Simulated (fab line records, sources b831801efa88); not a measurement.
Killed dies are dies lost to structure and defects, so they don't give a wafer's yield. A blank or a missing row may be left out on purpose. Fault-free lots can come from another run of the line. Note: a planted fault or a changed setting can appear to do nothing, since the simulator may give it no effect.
fab line records + flow sfqLine
record:
- lots: 6
- wafers: 18
- lastDay: 96
route steps=325 shown M0@36 I0@43
lots that met no fault: taken from a fault-free run of the same line
startH: start of the lot's first displayed wafer, in hours after the record's first day + waitH: hours since the lot's step before + " as in the row above + L1.1+2: one row covering several wafers at once + - either no value or no given start + * or withheld: withheld + < > ~ a bound
route shown NAME@n: NAME is a module with steps in the file, n the number in the route of the first one + usual: mean/standard deviation taken from wafers without a fault + same: alike in all rows + chamber/n: place in a boat + sites: per-site readings + _std_site: standard deviation of those values + _edge_site: the outer-site mean with the inner-site mean subtracted + radiusMm: for every site, how far away it sits from the centre of the wafer + mask NAME#n: copy n + behind: tool/chamber where the wafer was last shaped + hold: cause of the lot's hold/its duration in hours/its outcome + device: transistor that didn't switch, given as n, p or np + end of line: the route-end tests of the same wafers + for a step that has no rows: nothing shown but its recipe + killed: at the first sort, the dies lost to defects and structure; wafer yield is something else + map: per-die view of a wafer (x killed, . not killed, _ where there is no die)
set.NAME: the setting that was run; set.NAME@STEP: the one run at that earlier step + model.NAME: the simulator's own value behind a step, which no gauge read
lots at some steps of the route; a table a step, a row a wafer
services: from which hour (startH, from the record's first day; less than 0 if before it) a tool's chamber was out of use, for how many hours, and why
== steps ==
step: SFQ_TRILAYER_M0_LITHO_PEB_024
recipe:
- pebTempC: 115
- pebTimeS: 60
- resist: KrF
step: SFQ_TRILAYER_M0_LITHO_DEVELOP_023
recipe:
- timeS: 60
- resist: KrF
step: SFQ_M0_OVL_MEAS_906
usual:
- M0_OVL: -2/4.7
| lot.wafer | tool       | chamber | startH | waitH | M0_OVL[nm] |
|-----------|------------|---------|--------|-------|------------|
| L625.1    | overlay-02 | -       | 372.65 | 0.1   | 1          |
| L625.2    | "          | -       | "      | "     | -4         |
| L625.5    | "          | -       | "      | "     | 5          |
| L629.2    | overlay-02 | -       | 394.25 | 0.1   | -4         |
| L629.3    | "          | -       | "      | "     | 6          |
| L629.4    | "          | -       | "      | "     | 5          |
| L630.3    | overlay-02 | -       | 399.06 | 0.1   | -5         |
| L630.4    | "          | -       | "      | "     | -4         |
| L630.6    | "          | -       | "      | "     | -3         |
| L631.1    | overlay-02 | -       | 408.77 | 0.1   | -13        |
| L631.5    | "          | -       | "      | "     | -11        |
| L631.6    | "          | -       | "      | "     | -6         |
| L632.2    | overlay-02 | -       | 417.18 | 0.1   | 7          |
| L632.3    | "          | -       | "      | "     | 0          |
| L632.4    | "          | -       | "      | "     | 0          |
| L633.2    | overlay-02 | -       | 421.98 | 0.1   | -3         |
| L633.3    | "          | -       | "      | "     | -4         |
| L633.5    | "          | -       | "      | "     | -4         |
step: SFQ_TRILAYER_M0_BARC_OPEN_METAL_ETCH_031
recipe:
- maskMaterial: PR
- chemistry: O2
- targetDepthNm: 125
- target: BARC
- icpW: 600
- biasW: 80
- pressureMtorr: 10
- timeS: 41.7
usual:
- drypumpMotorCurrentA: 6.0/0.46
- oesProductAu: 0.686/0.0043
| lot.wafer | tool        | chamber | startH | waitH | drypumpMotorCurrentA | oesProductAu | rfHoursCounterH |
|-----------|-------------|---------|--------|-------|----------------------|--------------|-----------------|
| L625.1    | rieMetal-01 | 0       | 372.68 | 0.0   | 5.9                  | 0.688        | 7               |
| L625.2    | "           | 1       | "      | "     | 5.5                  | 0.691        | 120             |
| L625.5    | "           | 0       | "      | "     | 5.8                  | 0.680        | -               |
| L629.2    | rieMetal-04 | 1       | 394.28 | 0.0   | 6.1                  | 0.687        | 2               |
| L629.3    | "           | 1       | "      | "     | 6.1                  | 0.693        | -               |
| L629.4    | "           | 0       | "      | "     | 6.7                  | 0.687        | -               |
| L630.3    | rieMetal-04 | 1       | 399.10 | 0.0   | 6.1                  | 0.686        | -               |
| L630.4    | "           | 0       | "      | "     | 6.7                  | 0.685        | -               |
| L630.6    | "           | 0       | "      | "     | 6.7                  | 0.680        | -               |
| L631.1    | rieMetal-04 | 1       | 408.81 | 0.0   | 6.1                  | 0.686        | 4               |
| L631.5    | "           | 1       | "      | "     | 6.1                  | 0.683        | -               |
| L631.6    | "           | 0       | "      | "     | 6.7                  | 0.685        | -               |
| L632.2    | rieMetal-03 | 0       | 417.21 | 0.0   | 6.0                  | 0.681        | 18              |
| L632.3    | "           | 0       | "      | "     | 6.0                  | 0.679        | -               |
| L632.4    | "           | 1       | "      | "     | 5.3                  | 0.692        | -               |
| L633.2    | rieMetal-04 | 0       | 422.01 | 0.0   | 6.7                  | 0.691        | 121             |
| L633.3    | "           | 0       | "      | "     | 6.7                  | 0.694        | -               |
| L633.5    | "           | 0       | "      | "     | 6.7                  | 0.684        | -               |
step: SFQ_TRILAYER_M0_ETCH_METAL_ETCH_024
recipe:
- target: Nb
- stopOn: SiO2
- maskMaterial: PR
- chemistry: Cl2/Ar
- targetDepthNm: 240
- icpW: 600
- biasW: 80
- pressureMtorr: 10
- timeS: 120
usual:
- drypumpMotorCurrentA: 6.0/0.47
- oesProductAu: 0.896/0.0081
| lot.wafer | tool        | chamber | startH | waitH | drypumpMotorCurrentA | oesProductAu | rfHoursCounterH |
|-----------|-------------|---------|--------|-------|----------------------|--------------|-----------------|
| L625.1    | rieMetal-01 | 0       | 372.74 | 0.0   | 5.8                  | 0.895        | 7               |
| L625.2    | "           | 1       | "      | "     | 5.5                  | 0.890        | 120             |
| L625.5    | "           | 0       | "      | "     | 5.8                  | 0.890        | -               |
| L629.2    | rieMetal-04 | 1       | 394.34 | 0.0   | 6.1                  | 0.903        | 2               |
| L629.3    | "           | 1       | "      | "     | 6.1                  | 0.889        | -               |
| L629.4    | "           | 0       | "      | "     | 6.7                  | 0.901        | -               |
| L630.3    | rieMetal-04 | 1       | 399.19 | 0.1   | 6.1                  | 0.888        | -               |
| L630.4    | "           | 0       | "      | "     | 6.7                  | 0.894        | -               |
| L630.6    | "           | 0       | "      | "     | 6.7                  | 0.883        | -               |
| L631.1    | rieMetal-04 | 1       | 408.87 | 0.0   | 6.1                  | 0.888        | 4               |
| L631.5    | "           | 1       | "      | "     | 6.1                  | 0.891        | -               |
| L631.6    | "           | 0       | "      | "     | 6.7                  | 0.905        | -               |
| L632.2    | rieMetal-03 | 0       | 417.27 | 0.0   | 6.0                  | 0.907        | 18              |
| L632.3    | "           | 0       | "      | "     | 6.0                  | 0.901        | -               |
| L632.4    | "           | 1       | "      | "     | 5.2                  | 0.895        | -               |
| L633.2    | rieMetal-04 | 0       | 422.07 | 0.0   | 6.7                  | 0.898        | 121             |
| L633.3    | "           | 0       | "      | "     | 6.7                  | 0.895        | -               |
| L633.5    | "           | 0       | "      | "     | 6.7                  | 0.897        | -               |
step: SFQ_TRILAYER_M0_STRIP_STRIP_025
recipe:
- gas: O2
- powerW: 200
- platenTempC: 40
- overashFraction: 0.65
- chemistry: O2
- pressureMtorr: 50
step: SFQ_TRILAYER_M0_STRIP_SOLV_CLEAN_026
recipe:
- chemistry: NMP
- tempC: 70
- timeS: 600
step: SFQ_TRILAYER_I0_DEP_PECVD_027
recipe:
- material: SiO2
- tempC: 150
- timeS: 111.11
- pressureTorr: 2.4
- rfW: 183.3
- precursor: SiH4/N2O
- targetThkNm: 500
step: SFQ_TRILAYER_I0_CMP_CMP_028
recipe:
- material: SiO2
- downForcePsi: 3
- platenRpm: 60
- padVelocityMS: 0.94248
usual:
- motorCurrentA: 10.5/0.75
- retainingRingPressureFrac: 0.999/0.0052
- timeToEndpointS: 215/7.4
| lot.wafer | tool   | chamber | startH | waitH | motorCurrentA | retainingRingPressureFrac | timeToEndpointS |
|-----------|--------|---------|--------|-------|---------------|---------------------------|-----------------|
| L625.2    | cmp-02 | 0       | 373.72 | 0.0   | 10.4          | 1.001                     | 218             |
| L625.1    | "      | 1       | "      | "     | 10.7          | 1.006                     | 204             |
| L625.5    | "      | 0       | 375.72 | 2.0   | 10.6          | 0.993                     | 219             |
| L629.2    | cmp-02 | 2       | 395.36 | 0.0   | 10.1          | 0.987                     | 213             |
| L629.3    | "      | 0       | 396.36 | 1.0   | 10.9          | 1.003                     | 213             |
| L629.4    | "      | 1       | "      | "     | 10.9          | 1.003                     | 216             |
| L630.4    | cmp-01 | 1       | 401.16 | 1.0   | 11.0          | 0.996                     | 219             |
| L630.3    | "      | 2       | "      | "     | 9.4           | 1.000                     | 219             |
| L630.6    | "      | 3       | "      | "     | 10.2          | 0.988                     | 208             |
| L631.1    | cmp-01 | 3       | 410.86 | 1.0   | 10.0          | 0.999                     | 199             |
| L631.6    | "      | 1       | 411.86 | 2.0   | 11.4          | 1.005                     | 219             |
| L631.5    | "      | 2       | "      | "     | 9.5           | 0.998                     | 218             |
| L632.2    | cmp-02 | 2       | 418.64 | 0.4   | 10.4          | 0.996                     | 207             |
| L632.4    | "      | 0       | 419.64 | 1.4   | 10.6          | 1.001                     | 222             |
| L632.3    | "      | 1       | "      | "     | 10.2          | 0.999                     | 209             |
| L633.3    | cmp-01 | 3       | 424.05 | 1.0   | 10.5          | 0.985                     | 220             |
| L633.2    | "      | 0       | "      | "     | 10.0          | 0.999                     | 219             |
| L633.5    | "      | 2       | 425.55 | 2.5   | 8.7           | 0.991                     | 233             |
step: SFQ_I0_BOW_MEAS_907
recipe:
- mode: bow
usual:
- I0_BOW: 0/7.3
| lot.wafer | tool         | chamber | startH | waitH | I0_BOW[um] |
|-----------|--------------|---------|--------|-------|------------|
| L625.1    | filmMetro-02 | -       | 376.72 | 2.0   | 7          |
| L625.2    | "            | -       | "      | "     | -3         |
| L625.5    | "            | -       | "      | "     | -7         |
| L629.2    | filmMetro-02 | -       | 398.38 | 2.5   | 10         |
| L629.3    | "            | -       | "      | "     | 1          |
| L629.4    | "            | -       | "      | "     | -9         |
| L630.3    | filmMetro-01 | -       | 403.20 | 1.0   | 5          |
| L630.4    | "            | -       | "      | "     | -3         |
| L630.6    | "            | -       | "      | "     | 3          |
| L631.1    | filmMetro-01 | -       | 412.86 | 1.5   | -5         |
| L631.5    | "            | -       | "      | "     | -13        |
| L631.6    | "            | -       | "      | "     | -6         |
| L632.2    | filmMetro-03 | -       | 421.66 | 2.5   | 7          |
| L632.3    | "            | -       | "      | "     | -8         |
| L632.4    | "            | -       | "      | "     | -10        |
| L633.2    | filmMetro-02 | -       | 426.07 | 1.0   | -2         |
| L633.3    | "            | -       | "      | "     | 5          |
| L633.5    | "            | -       | "      | "     | 4          |
step: SFQ_TRILAYER_I0_METRO_MEASURE_029
usual:
- thkNm: 199.8/1
| lot.wafer | tool         | chamber | startH | waitH | thkNm |
|-----------|--------------|---------|--------|-------|-------|
| L625.1    | filmMetro-02 | -       | 376.84 | 0.1   | 200.0 |
| L625.2    | "            | -       | "      | "     | 201.3 |
| L625.5    | "            | -       | "      | "     | 201.3 |
| L629.2    | filmMetro-02 | -       | 398.68 | 0.3   | 198.5 |
| L629.3    | "            | -       | "      | "     | 201.3 |
| L629.4    | "            | -       | "      | "     | 198.5 |
| L630.3    | filmMetro-01 | -       | 403.68 | 0.5   | 199.4 |
| L630.4    | "            | -       | "      | "     | 200.9 |
| L630.6    | "            | -       | "      | "     | 197.3 |
| L631.1    | filmMetro-01 | -       | 412.98 | 0.1   | 198.3 |
| L631.5    | "            | -       | "      | "     | 200.2 |
| L631.6    | "            | -       | "      | "     | 199.9 |
| L632.2    | filmMetro-03 | -       | 421.96 | 0.3   | 199.1 |
| L632.3    | "            | -       | "      | "     | 198.7 |
| L632.4    | "            | -       | "      | "     | 199.8 |
| L633.2    | filmMetro-02 | -       | 426.37 | 0.3   | 201.3 |
| L633.3    | "            | -       | "      | "     | 200.1 |
| L633.5    | "            | -       | "      | "     | 200.5 |
step: SFQ_TRILAYER_I0_VIA_LITHO_COAT_036
recipe:
- resist: BARC
- spinRpm: 3000
- resistThkNm: 62
step: SFQ_TRILAYER_I0_VIA_LITHO_COAT_031
recipe:
- resist: KrF
- spinRpm: 3000
- resistThkNm: 650
| lot.wafer | tool          | chamber | startH | waitH | model.KrF_of_TRILAYER_I0_VIA_LITHO_COAT_031.thkNm |
|-----------|---------------|---------|--------|-------|---------------------------------------------------|
| L625.1    | lithoTrack-01 | 0       | 378.34 | 0.2   | 645.7                                             |
| L625.2    | "             | 0       | "      | "     | 649.3                                             |
| L625.5    | "             | 0       | "      | "     | 647.5                                             |
| L629.2    | lithoTrack-04 | 0       | 400.03 | 0.2   | 653.2                                             |
| L629.3    | "             | 0       | "      | "     | 654.6                                             |
| L629.4    | "             | 0       | "      | "     | 654.5                                             |
| L630.3    | lithoTrack-04 | 0       | 404.88 | 0.2   | 676.6                                             |
| L630.4    | "             | 0       | "      | "     | 678.5                                             |
| L630.6    | "             | 0       | "      | "     | 677.2                                             |
| L631.1    | lithoTrack-02 | 0       | 414.48 | 0.2   | 652.8                                             |
| L631.5    | "             | 0       | "      | "     | 650.7                                             |
| L631.6    | "             | 0       | "      | "     | 650.5                                             |
| L632.2    | lithoTrack-02 | 0       | 423.31 | 0.2   | 649.4                                             |
| L632.3    | "             | 0       | "      | "     | 654.1                                             |
| L632.4    | "             | 0       | "      | "     | 651.8                                             |
| L633.2+5  | lithoTrack-04 | 0       | 427.72 | 0.2   | 678.9                                             |
| L633.3    | "             | 0       | "      | "     | 680.1                                             |
step: SFQ_TRILAYER_I0_VIA_LITHO_SOFTBAKE_035
recipe:
- tempC: withheld
- timeS: withheld
- resist: KrF
step: SFQ_TRILAYER_I0_VIA_LITHO_EXPOSE_032
recipe:
- maskId: I0
- na: 0.6
- sourceShape: conventional
- sigmaOuter: 0.65
- targetCdNm: 500
- doseMj: 21.3
step: SFQ_TRILAYER_I0_VIA_LITHO_PEB_034
recipe:
- pebTempC: 115
- pebTimeS: 60
- resist: KrF
step: SFQ_TRILAYER_I0_VIA_LITHO_DEVELOP_033
recipe:
- timeS: 60
- resist: KrF
step: SFQ_I0_OVL_MEAS_908
usual:
- I0_OVL: -3/4.2
| lot.wafer | tool       | chamber | startH | waitH | I0_OVL[nm] |
|-----------|------------|---------|--------|-------|------------|
| L625.1    | overlay-01 | -       | 515.25 | 0.1   | -7         |
| L625.2    | "          | -       | "      | "     | -5         |
| L625.5    | "          | -       | "      | "     | -1         |
| L629.2    | overlay-01 | -       | 551.38 | 0.1   | -2         |
| L629.3    | "          | -       | "      | "     | -5         |
| L629.4    | "          | -       | "      | "     | -2         |
| L630.3    | overlay-01 | -       | 557.39 | 0.1   | 2          |
| L630.4    | "          | -       | "      | "     | 3          |
| L630.6    | "          | -       | "      | "     | 2          |
| L631.1    | overlay-01 | -       | 567.10 | 0.1   | -8         |
| L631.5    | "          | -       | "      | "     | -4         |
| L631.6    | "          | -       | "      | "     | -8         |
| L632.2    | overlay-02 | -       | 582.83 | 0.1   | -8         |
| L632.3    | "          | -       | "      | "     | -6         |
| L632.4    | "          | -       | "      | "     | -4         |
| L633.2    | overlay-01 | -       | 586.43 | 0.1   | 1          |
| L633.3    | "          | -       | "      | "     | 7          |
| L633.5    | "          | -       | "      | "     | 6          |
step: SFQ_TRILAYER_I0_VIA_BARC_OPEN_VIA_ETCH_046
recipe:
- maskMaterial: PR
- chemistry: O2
- targetDepthNm: 125
- target: BARC
- sourceW: 500
- biasW: 80
- pressureMtorr: 30
- timeS: 41.7
usual:
- drypumpMotorCurrentA: 5.8/0.41
- oesProductAu: 0.685/0.0049
| lot.wafer | tool       | chamber | startH | waitH | drypumpMotorCurrentA | oesProductAu | rfHoursCounterH |
|-----------|------------|---------|--------|-------|----------------------|--------------|-----------------|
| L625.1    | rieDiel-01 | 2       | 515.28 | 0.0   | 5.4                  | 0.690        | 1               |
| L625.2    | "          | 0       | "      | "     | 5.9                  | 0.684        | 75              |
| L625.5    | "          | 3       | "      | "     | 5.2                  | 0.686        | -               |
| L629.2    | rieDiel-01 | 1       | 551.41 | 0.0   | 6.1                  | 0.680        | 13              |
| L629.3    | "          | 2       | "      | "     | 5.4                  | 0.686        | 1               |
| L629.4    | "          | 0       | "      | "     | 5.8                  | 0.685        | 76              |
| L630.3    | rieDiel-02 | 3       | 557.41 | 0.0   | 5.5                  | 0.678        | 2               |
| L630.4    | "          | 2       | "      | "     | 6.1                  | 0.691        | 18              |
| L630.6    | "          | 0       | "      | "     | 6.7                  | 0.688        | -               |
| L631.1    | rieDiel-02 | 3       | 567.13 | 0.0   | 5.5                  | 0.684        | 2               |
| L631.5    | "          | 0       | "      | "     | 6.7                  | 0.681        | -               |
| L631.6    | "          | 3       | "      | "     | 5.5                  | 0.683        | -               |
| L632.2    | rieDiel-04 | 3       | 582.86 | 0.0   | 5.7                  | 0.686        | 43              |
| L632.3    | "          | 0       | "      | "     | 6.2                  | 0.681        | 5               |
| L632.4    | "          | 1       | "      | "     | 6.0                  | 0.688        | 47              |
| L633.2    | rieDiel-01 | 3       | 586.46 | 0.0   | 5.2                  | 0.686        | 3               |
| L633.3    | "          | 2       | "      | "     | 5.4                  | 0.688        | 2               |
| L633.5    | "          | 0       | "      | "     | 5.8                  | 0.686        | -               |
step: SFQ_TRILAYER_I0_VIA_ETCH_VIA_ETCH_034
recipe:
- target: SiO2
- stopOn: Nb
- maskMaterial: PR
- taperDeg: 20
- chemistry: CHF3
- targetDepthNm: 260
- sourceW: 500
- biasW: 80
- pressureMtorr: 30
- timeS: withheld
usual:
- drypumpMotorCurrentA: 5.8/0.4
- oesProductAu: 0.854/0.0053
| lot.wafer | tool       | chamber | startH | waitH | drypumpMotorCurrentA | oesProductAu | model.KrF_of_TRILAYER_I0_VIA_LITHO_COAT_031.thkNm |
|-----------|------------|---------|--------|-------|----------------------|--------------|---------------------------------------------------|
| L625.1    | rieDiel-01 | 2       | 515.32 | 0.0   | 5.4                  | 0.858        | 526.4                                             |
| L625.2    | "          | 0       | "      | "     | 5.9                  | 0.858        | 528.4                                             |
| L625.5    | "          | 3       | "      | "     | 5.2                  | 0.855        | 527.6                                             |
| L629.2    | rieDiel-01 | 1       | 551.45 | 0.0   | 6.1                  | 0.845        | 534.3                                             |
| L629.3    | "          | 2       | "      | "     | 5.4                  | 0.857        | 534                                               |
| L629.4    | "          | 0       | "      | "     | 5.9                  | 0.847        | 533.6                                             |
| L630.3    | rieDiel-02 | 3       | 557.45 | 0.0   | 5.5                  | 0.861        | 553.7                                             |
| L630.4    | "          | 2       | "      | "     | 6.1                  | 0.855        | 558.3                                             |
| L630.6    | "          | 0       | "      | "     | 6.7                  | 0.853        | 555.4                                             |
| L631.1    | rieDiel-02 | 3       | 567.17 | 0.0   | 5.5                  | 0.855        | 530.4                                             |
| L631.5    | "          | 0       | "      | "     | 6.7                  | 0.856        | 528.5                                             |
| L631.6    | "          | 3       | "      | "     | 5.5                  | 0.853        | 528.7                                             |
| L632.2    | rieDiel-04 | 3       | 582.90 | 0.0   | 5.7                  | 0.855        | 527.7                                             |
| L632.3    | "          | 0       | "      | "     | 6.2                  | 0.849        | 533.2                                             |
| L632.4    | "          | 1       | "      | "     | 6.0                  | 0.854        | 532.2                                             |
| L633.2    | rieDiel-01 | 3       | 586.50 | 0.0   | 5.2                  | 0.846        | 557.7                                             |
| L633.3    | "          | 2       | "      | "     | 5.4                  | 0.858        | 559                                               |
| L633.5    | "          | 0       | "      | "     | 5.9                  | 0.861        | 557.5                                             |
step: SFQ_TRILAYER_I0_VIA_STRIP_STRIP_035
recipe:
- gas: O2
- powerW: 200
- platenTempC: 40
- overashFraction: 0.65
- chemistry: O2
- pressureMtorr: 50
== services ==
| tool         | chamber | startH | hours | kind   |
|--------------|---------|--------|-------|--------|
| cmp-02       | -       | 351.93 | 1.0   | repair |
| rieMetal-01  | -       | 352.93 | 2.8   | pm     |
| rieDiel-02   | 3       | 361.05 | 1.3   | repair |
| cmp-01       | -       | 405.02 | 4.0   | pm     |
| cmp-02       | -       | 411.23 | 7.4   | pm     |
| filmMetro-02 | -       | 414.34 | 0.3   | pm     |
| rieDiel-02   | -       | 418.16 | 1.4   | repair |
| filmMetro-02 | -       | 419.25 | 5.4   | repair |
| filmMetro-02 | -       | 424.64 | 0.8   | pm     |
| cmp-01       | -       | 448.46 | 1.0   | repair |
| rieMetal-04  | 1       | 449.75 | 16.4  | repair |
| cmp-02       | -       | 461.09 | 1.5   | repair |
| cmp-01       | -       | 483.32 | 12.1  | pm     |
| cmp-02       | -       | 491.59 | 2.6   | repair |
| cmp-01       | -       | 496.06 | 0.5   | repair |
| rieDiel-02   | 3       | 496.85 | 6.2   | repair |
| cmp-02       | -       | 497.07 | 0.9   | repair |
| rieDiel-01   | 2       | 511.04 | 1.9   | repair |
| rieMetal-04  | -       | 516.01 | 0.2   | repair |
| filmMetro-02 | -       | 523.68 | 0.5   | pm     |
| cmp-02       | -       | 532.66 | 6.6   | pm     |
| rieMetal-04  | 1       | 550.33 | 1.0   | repair |
| cmp-02       | -       | 571.10 | 0.3   | repair |
| cmp-02       | -       | 575.68 | 4.0   | pm     |
== key ==
firstSign none at tools or gauges
modelEffect:
- step: SFQ_TRILAYER_I0_VIA_LITHO_COAT_031
- value: KrF_of_TRILAYER_I0_VIA_LITHO_COAT_031.thkNm
- without: 650.2
- struck: 678.3
modelEffect:
- step: SFQ_TRILAYER_I0_VIA_ETCH_VIA_ETCH_034
- value: KrF_of_TRILAYER_I0_VIA_LITHO_COAT_031.thkNm
- without: 528.7
- struck: 556.9
metAt SFQ_TRILAYER_I0_VIA_LITHO_COAT_031
struckWafers L630.3,L630.4,L630.6,L633.2,L633.3,L633.5
onsetBetween 400.03 404.88
fault:
- kind: processParameterDrift
- tool: lithoTrack-04
- chamber: -
- onsetH: 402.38
- steps: SFQ_TRILAYER_I0_VIA_LITHO_COAT_031
- channel: resistThkNm
- offset: 28.188
- shape: step
- endH: 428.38
- actsIn: theseRecipesOnly
- stated: 650
